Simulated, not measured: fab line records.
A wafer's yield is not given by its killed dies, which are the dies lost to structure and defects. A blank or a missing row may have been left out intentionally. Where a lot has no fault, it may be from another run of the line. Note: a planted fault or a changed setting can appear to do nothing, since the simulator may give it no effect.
fab line records ; flow sky130
[record] lots = 11; wafers = 33; last_day = 50
route steps=708 shown LI_CONTACT@383 LOCAL_INTERCONNECT@389 CONTACT@409
lots that met no fault: taken from a fault-free run of the same line
start_h: hours from the record's first day to the start of the lot's first wafer shown ; wait_h: time in hours since the lot's previous step ; " repeats the value in the row above ; L1.1+2: a single row standing in for several wafers ; - either no value or no given start ; * or withheld: withheld ; < > ~ a bound
route shown NAME@n: a module of which the file shows steps, and the number in the route of the first ; usual: average and standard deviation across the fault-free wafers ; same: alike in all rows ; chamber/n: place in a boat ; sites: readings site by site ; _std_site: the standard deviation of these ; _edge_site: outer sites' mean less inner sites' ; radius_mm: how far each site lies from the wafer's centre ; mask NAME#n: copy n ; behind: the tool/chamber that last shaped the wafer ; hold: cause of the lot's hold/its duration in hours/its outcome ; device: the n, p or np transistor that did not switch ; end of line: tests of these same wafers at the route's end ; a step without rows: its recipe alone ; killed: dies lost to structure and defects at the first sort, not the wafer's yield ; map: a wafer's dies, marking killed ones x, the rest . and places with no die _
set.NAME: setting as actually run; set.NAME@STEP: the setting as run at that earlier step ; model.NAME: the simulator's own value behind a step, which no gauge read
steps of the route over a sample of lots; a table a step, a row a wafer
services: a tool's chamber out of use, with start hour (start_h, from the record's first day; less than 0 if before it), hours out, and reason
[[steps]]
[step SKY_LI_CONTACT_CVD_21]
[recipe] material = W; target_thk_nm = 400; time_s = 120.56; temp_c = 400; pressure_torr = 40
[usual] heater_power_w = 836/130
lot.wafer;tool;chamber;start_h;wait_h;heater_power_w
L523.1;cvd_w-02;1;702.55;0.0;778
L523.3;cvd_w-02;0;702.55;0.0;1037
L523.5;cvd_w-02;1;702.55;0.0;781
L526.2;cvd_w-02;0;718.21;0.0;991
L526.5;cvd_w-02;1;718.21;0.0;767
L526.6;cvd_w-02;0;718.21;0.0;1032
L528.2;cvd_w-02;0;744.56;0.0;1054
L528.3;cvd_w-02;1;744.56;0.0;800
L528.4;cvd_w-02;0;744.56;0.0;1009
L529.2;cvd_w-01;0;746.76;0.1;817
L529.4;cvd_w-01;0;746.76;0.1;834
L529.5;cvd_w-01;0;746.76;0.1;853
L530.4;cvd_w-02;0;748.06;0.1;1004
L530.5;cvd_w-02;1;748.06;0.1;782
L530.6;cvd_w-02;0;748.06;0.1;1039
L535.3;cvd_w-02;1;787.87;0.1;793
L535.4;cvd_w-02;0;787.87;0.1;1032
L535.6;cvd_w-02;1;787.87;0.1;778
L536.2;cvd_w-01;0;795.61;0.0;851
L536.3;cvd_w-01;1;795.61;0.0;679
L536.5;cvd_w-01;0;795.61;0.0;845
L538.1;cvd_w-02;1;811.25;0.0;783
L538.4;cvd_w-02;1;811.25;0.0;781
L538.5;cvd_w-02;0;811.25;0.0;1036
L541.1;cvd_w-01;1;828.72;0.0;680
L541.2;cvd_w-01;0;828.72;0.0;843
L541.4;cvd_w-01;1;828.72;0.0;681
L542.1;cvd_w-01;1;838.75;0.0;654
L542.5;cvd_w-01;1;838.75;0.0;667
L542.6;cvd_w-01;0;838.75;0.0;835
L544.2;cvd_w-01;1;853.42;0.0;672
L544.4;cvd_w-01;1;853.42;0.0;663
L544.5;cvd_w-01;1;853.42;0.0;683
[step SKY_LI_CONTACT_RS_MEAS_22]
[recipe] thk_meas_gauge = four-point-probe; reads = W_of_LI_CONTACT_CVD_21+TiN_of_LI_CONTACT_SPUTTER_20+Ti_of_LI_CONTACT_SPUTTER_19
[usual] LI_CONTACT_W_RS = 0.282/0.0044
lot.wafer;tool;chamber;start_h;wait_h;LI_CONTACT_W_RS[ohm/sq]
L523.1;film_metro-01;-;702.67;0.1;0.283
L523.3;film_metro-01;-;702.67;0.1;0.289
L523.5;film_metro-01;-;702.67;0.1;0.283
L526.2;film_metro-03;-;718.36;0.1;0.284
L526.5;film_metro-03;-;718.36;0.1;0.285
L526.6;film_metro-03;-;718.36;0.1;0.287
L528.2;film_metro-01;-;744.71;0.1;0.290
L528.3;film_metro-01;-;744.71;0.1;0.285
L528.4;film_metro-01;-;744.71;0.1;0.288
L529.2;film_metro-02;-;746.99;0.2;0.278
L529.4;film_metro-02;-;746.99;0.2;0.277
L529.5;film_metro-02;-;746.99;0.2;0.276
L530.4;film_metro-03;-;748.21;0.1;0.283
L530.5;film_metro-03;-;748.21;0.1;0.282
L530.6;film_metro-03;-;748.21;0.1;0.287
L535.3;film_metro-01;-;787.99;0.1;0.528
L535.4;film_metro-01;-;787.99;0.1;0.519
L535.6;film_metro-01;-;787.99;0.1;0.524
L536.2;film_metro-02;-;795.76;0.1;0.274
L536.3;film_metro-02;-;795.76;0.1;0.280
L536.5;film_metro-02;-;795.76;0.1;0.276
L538.1;film_metro-03;-;811.37;0.1;0.521
L538.4;film_metro-03;-;811.37;0.1;0.522
L538.5;film_metro-03;-;811.37;0.1;0.536
L541.1;film_metro-03;-;828.85;0.1;0.282
L541.2;film_metro-03;-;828.85;0.1;0.275
L541.4;film_metro-03;-;828.85;0.1;0.282
L542.1;film_metro-02;-;838.87;0.1;0.285
L542.5;film_metro-02;-;838.87;0.1;0.284
L542.6;film_metro-02;-;838.87;0.1;0.280
L544.2;film_metro-01;-;853.57;0.1;0.279
L544.4;film_metro-01;-;853.57;0.1;0.279
L544.5;film_metro-01;-;853.57;0.1;0.281
[step SKY_LI_CONTACT_THK_MEAS_23]
[recipe] thk_meas_gauge = xrf; reads = W_of_LI_CONTACT_CVD_21
[usual] LI_CONTACT_W_THK = 393/7.4
lot.wafer;tool;chamber;start_h;wait_h;LI_CONTACT_W_THK[nm]
L523.1;film_metro-01;-;702.79;0.1;393
L523.3;film_metro-01;-;702.79;0.1;383
L523.5;film_metro-01;-;702.79;0.1;391
L526.2;film_metro-03;-;718.47;0.1;392
L526.5;film_metro-03;-;718.47;0.1;392
L526.6;film_metro-03;-;718.47;0.1;389
L528.2;film_metro-01;-;744.82;0.1;381
L528.3;film_metro-01;-;744.82;0.1;386
L528.4;film_metro-01;-;744.82;0.1;386
L529.2;film_metro-02;-;747.10;0.1;402
L529.4;film_metro-02;-;747.10;0.1;402
L529.5;film_metro-02;-;747.10;0.1;404
L530.4;film_metro-03;-;748.30;0.1;389
L530.5;film_metro-03;-;748.30;0.1;390
L530.6;film_metro-03;-;748.30;0.1;382
L535.3;film_metro-01;-;788.09;0.1;212
L535.4;film_metro-01;-;788.09;0.1;216
L535.6;film_metro-01;-;788.09;0.1;213
L536.2;film_metro-02;-;795.87;0.1;414
L536.3;film_metro-02;-;795.87;0.1;402
L536.5;film_metro-02;-;795.87;0.1;407
L538.1;film_metro-03;-;811.49;0.1;217
L538.4;film_metro-03;-;811.49;0.1;217
L538.5;film_metro-03;-;811.49;0.1;210
L541.1;film_metro-03;-;828.97;0.1;389
L541.2;film_metro-03;-;828.97;0.1;403
L541.4;film_metro-03;-;828.97;0.1;390
L542.1;film_metro-02;-;838.99;0.1;394
L542.5;film_metro-02;-;838.99;0.1;394
L542.6;film_metro-02;-;838.99;0.1;397
L544.2;film_metro-01;-;853.68;0.1;391
L544.4;film_metro-01;-;853.68;0.1;392
L544.5;film_metro-01;-;853.68;0.1;389
[step SKY_LI_CONTACT_CMP_24]
[recipe] stop_on = PSG; t_overpolish_s = 20; down_force_psi = 3.5; platen_rpm = 60; target_thk_nm = 0; pad_velocity_m_s = 0.94248
[usual] motor_current_A = 10.7/0.86; time_to_endpoint_s = 98/3.2
lot.wafer;tool;chamber;start_h;wait_h;motor_current_A;time_to_endpoint_s
L523.3;cmp-02;0;702.90;0.1;12.4;96
L523.1;cmp-02;1;702.90;0.1;9.6;99
L523.5;cmp-02;0;702.90;0.1;11.3;96
L526.2;cmp-02;1;718.67;0.2;9.1;98
L526.5;cmp-02;2;718.67;0.2;11.3;98
L526.6;cmp-02;3;718.67;0.2;10.1;94
L528.3;cmp-01;3;744.87;0.0;10.5;92
L528.2;cmp-01;0;744.87;0.0;11.8;94
L528.4;cmp-01;2;744.87;0.0;12.2;92
L529.2;cmp-01;3;747.15;0.0;10.3;100
L529.4;cmp-01;0;747.15;0.0;11.5;97
L529.5;cmp-01;3;747.15;0.0;9.8;95
L530.4;cmp-02;1;748.33;0.0;9.5;104
L530.5;cmp-02;1;748.33;0.0;9.5;106
L530.6;cmp-02;2;748.33;0.0;10.9;104
L535.4;cmp-02;3;788.13;0.0;10.2;53
L535.3;cmp-02;1;788.13;0.0;9.2;54
L535.6;cmp-02;0;788.13;0.0;11.6;54
L536.2;cmp-01;3;795.92;0.0;10.0;98
L536.3;cmp-01;1;795.92;0.0;10.6;96
L536.5;cmp-01;3;795.92;0.0;10.2;101
L538.4;cmp-01;2;811.65;0.1;12.2;55
L538.1;cmp-01;3;811.65;0.1;10.0;54
L538.5;cmp-01;1;811.65;0.1;9.9;54
L541.2;cmp-01;1;829.03;0.0;10.3;103
L541.1;cmp-01;2;829.03;0.0;11.9;100
L541.4;cmp-01;3;829.03;0.0;10.6;99
L542.1;cmp-01;1;839.10;0.1;9.9;101
L542.5;cmp-01;0;839.10;0.1;10.9;104
L542.6;cmp-01;1;839.10;0.1;10.3;105
L544.2;cmp-02;2;853.78;0.1;11.3;101
L544.4;cmp-02;3;853.78;0.1;10.1;94
L544.5;cmp-02;1;853.78;0.1;9.2;98
[step SKY_LOCAL_INTERCONNECT_THK_MEAS_02]
[recipe] thk_meas_gauge = xrf; reads = TiN_of_LOCAL_INTERCONNECT_SPUTTER_00
[usual] LOCAL_INTERCONNECT_TIN_THK = 100.8/1.1
lot.wafer;tool;chamber;start_h;wait_h;LOCAL_INTERCONNECT_TIN_THK[nm]
L523.1;film_metro-02;-;703.34;0.1;99.4
L523.3;film_metro-02;-;703.34;0.1;98.8
L523.5;film_metro-02;-;703.34;0.1;98.7
L526.2;film_metro-04;-;719.01;0.1;101.1
L526.5;film_metro-04;-;719.01;0.1;101.5
L526.6;film_metro-04;-;719.01;0.1;100.9
L528.2;film_metro-02;-;745.36;0.1;101.6
L528.3;film_metro-02;-;745.36;0.1;100.1
L528.4;film_metro-02;-;745.36;0.1;101.2
L529.2;film_metro-03;-;747.66;0.1;101.1
L529.4;film_metro-03;-;747.66;0.1;100.8
L529.5;film_metro-03;-;747.66;0.1;101.6
L530.4;film_metro-02;-;748.84;0.1;98.9
L530.5;film_metro-02;-;748.84;0.1;99.8
L530.6;film_metro-02;-;748.84;0.1;99.0
L535.3;film_metro-04;-;788.63;0.1;100.3
L535.4;film_metro-04;-;788.63;0.1;99.0
L535.6;film_metro-04;-;788.63;0.1;100.0
L536.2;film_metro-04;-;796.41;0.1;102.9
L536.3;film_metro-04;-;796.41;0.1;100.7
L536.5;film_metro-04;-;796.41;0.1;101.8
L538.1;film_metro-02;-;812.04;0.1;100.9
L538.4;film_metro-02;-;812.04;0.1;102.1
L538.5;film_metro-02;-;812.04;0.1;100.7
L541.1;film_metro-02;-;829.51;0.1;101.2
L541.2;film_metro-02;-;829.51;0.1;101.8
L541.4;film_metro-02;-;829.51;0.1;101.7
L542.1;film_metro-04;-;839.53;0.1;101.4
L542.5;film_metro-04;-;839.53;0.1;101.7
L542.6;film_metro-04;-;839.53;0.1;101.8
L544.2;film_metro-04;-;854.22;0.1;100.4
L544.4;film_metro-04;-;854.22;0.1;100.3
L544.5;film_metro-04;-;854.22;0.1;100.7
[step SKY_CONTACT_THK_MEAS_03]
[recipe] reads = SiO2_of_CONTACT_HDPCVD_02
[usual] CONTACT_HDPCVD_THK = 564/6.1
lot.wafer;tool;chamber;start_h;wait_h;CONTACT_HDPCVD_THK[nm]
L523.1;film_metro-02;-;732.42;0.0;563
L523.3;film_metro-02;-;732.42;0.0;558
L523.5;film_metro-02;-;732.42;0.0;562
L526.2;film_metro-01;-;747.49;0.0;557
L526.5;film_metro-01;-;747.49;0.0;557
L526.6;film_metro-01;-;747.49;0.0;556
L528.2;film_metro-01;-;773.33;0.0;567
L528.3;film_metro-01;-;773.33;0.0;565
L528.4;film_metro-01;-;773.33;0.0;566
L529.2;film_metro-01;-;775.58;0.0;562
L529.4;film_metro-01;-;775.58;0.0;562
L529.5;film_metro-01;-;775.58;0.0;562
L530.4;film_metro-01;-;776.62;0.0;568
L530.5;film_metro-01;-;776.62;0.0;561
L530.6;film_metro-01;-;776.62;0.0;566
L535.3;film_metro-02;-;815.30;0.1;558
L535.4;film_metro-02;-;815.30;0.1;558
L535.6;film_metro-02;-;815.30;0.1;562
L536.2;film_metro-02;-;824.42;0.0;566
L536.3;film_metro-02;-;824.42;0.0;566
L536.5;film_metro-02;-;824.42;0.0;567
L538.1;film_metro-02;-;839.78;0.0;551
L538.4;film_metro-02;-;839.78;0.0;556
L538.5;film_metro-02;-;839.78;0.0;549
L541.1;film_metro-01;-;856.45;0.0;551
L541.2;film_metro-01;-;856.45;0.0;556
L541.4;film_metro-01;-;856.45;0.0;555
L542.1;film_metro-04;-;866.20;0.0;570
L542.5;film_metro-04;-;866.20;0.0;570
L542.6;film_metro-04;-;866.20;0.0;567
L544.2;film_metro-02;-;880.75;0.0;569
L544.4;film_metro-02;-;880.75;0.0;570
L544.5;film_metro-02;-;880.75;0.0;562
[step SKY_CONTACT_ETCH_17]
[recipe] target = SiO2; chemistry = C4F8/O2/Ar; stop_on = Si3N4; mask_material = KrF-thick; source_w = 1500; bias_w = 1200; pressure_mtorr = 40; c4f8_flow_sccm = withheld; O2_flow_sccm = 6; Ar_flow_sccm = 300; time_s = withheld; target_depth_a = 3400
[usual] oes_product_au = 0.892/0.0049
lot.wafer;tool;chamber;start_h;wait_h;oes_product_au
L523.1;rie_diel-04;2;760.31;0.0;0.896
L523.3;rie_diel-04;3;760.31;0.0;0.883
L523.5;rie_diel-04;0;760.31;0.0;0.896
L526.2;rie_diel-01;2;774.80;0.0;0.891
L526.5;rie_diel-01;2;774.80;0.0;0.892
L526.6;rie_diel-01;3;774.80;0.0;0.889
L528.2;rie_diel-04;0;800.21;0.0;0.888
L528.3;rie_diel-04;3;800.21;0.0;0.893
L528.4;rie_diel-04;1;800.21;0.0;0.879
L529.2;rie_diel-01;0;802.31;0.0;0.888
L529.4;rie_diel-01;1;802.31;0.0;0.889
L529.5;rie_diel-01;1;802.31;0.0;0.898
L530.4;rie_diel-04;1;803.22;0.0;0.888
L530.5;rie_diel-04;3;803.22;0.0;0.892
L530.6;rie_diel-04;0;803.22;0.0;0.887
L535.3;rie_diel-03;0;842.36;0.0;0.893
L535.4;rie_diel-03;2;842.36;0.0;0.884
L535.6;rie_diel-03;0;842.36;0.0;0.892
L536.2;rie_diel-04;0;851.10;0.0;0.890
L536.3;rie_diel-04;3;851.10;0.0;0.895
L536.5;rie_diel-04;1;851.10;0.0;0.894
L538.1;rie_diel-03;0;866.25;0.0;0.896
L538.4;rie_diel-03;3;866.25;0.0;0.893
L538.5;rie_diel-03;3;866.25;0.0;0.892
L541.1;rie_diel-01;2;883.56;0.0;0.890
L541.2;rie_diel-01;3;883.56;0.0;0.882
L541.4;rie_diel-01;1;883.56;0.0;0.893
L542.1;rie_diel-01;0;892.51;0.0;0.884
L542.5;rie_diel-01;1;892.51;0.0;0.895
L542.6;rie_diel-01;2;892.51;0.0;0.892
L544.2;rie_diel-01;1;906.36;0.0;0.892
L544.4;rie_diel-01;2;906.36;0.0;0.893
L544.5;rie_diel-01;3;906.36;0.0;0.895
[[services]]
tool;chamber;start_h;hours;kind
rie_diel-03;0;682.22;8.5;repair
rie_diel-04;2;684.14;6.8;repair
cvd_w-01;-;686.25;6.9;pm
cmp-02;-;688.09;0.6;repair
cmp-01;-;689.07;5.4;repair
rie_diel-01;3;691.23;6.0;repair
cmp-02;-;694.45;5.5;pm
rie_diel-03;2;708.85;10.9;repair
cmp-01;-;716.86;4.7;pm
rie_diel-03;0;721.51;9.8;repair
cvd_w-01;1;732.66;18.9;repair
rie_diel-01;-;732.87;28.1;pm
cmp-01;-;738.52;3.1;repair
cmp-02;-;744.29;4.0;pm
cmp-02;-;745.61;0.8;repair
cvd_w-01;-;780.92;1.2;repair
cmp-02;-;797.19;1.8;repair
cmp-01;-;797.56;1.1;repair
rie_diel-04;1;815.87;11.8;repair
rie_diel-01;3;832.08;8.4;repair
rie_diel-04;-;840.35;2.5;repair
cvd_w-02;-;859.10;2.8;pm
cvd_w-01;1;880.45;2.7;repair
cvd_w-01;-;904.00;14.0;pm
[[key]]
[first_sign] step = SKY_LI_CONTACT_RS_MEAS_22; reading = LI_CONTACT_W_RS; direction = up; sigmas = 55; usual = 0.282; struck = 0.525
[effect] step = SKY_LI_CONTACT_THK_MEAS_23; reading = LI_CONTACT_W_THK; direction = down; sigmas = 24; usual = 393; struck = 214
[effect] step = SKY_LI_CONTACT_CMP_24; reading = time_to_endpoint_s; direction = down; sigmas = 14; usual = *; struck = *
met_at SKY_LI_CONTACT_CVD_21
struck_lots L535,L538
tester_left_out L535,L538
not_acting_at SKY_LOCAL_INTERCONNECT_THK_MEAS_02,SKY_CONTACT_THK_MEAS_03,SKY_CONTACT_ETCH_17
onset_between 748.06 787.87
[fault] kind = process_parameter_drift; tool = cvd_w-02; chamber = -; onset_h = 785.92; steps = SKY_LI_CONTACT_CVD_21; channel = target_thk_nm; offset = -180.71; shape = step; end_h = 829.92; acts_in = these_recipes_only; stated = 400
// tester_left_out: of these lots the tester's yield and bins aren't shown, on N5 and GAA mostly nor the transistor test; their killed dies are dies lost to structure and defects alone, not to doping, threshold or leakage, so they don't give the yield
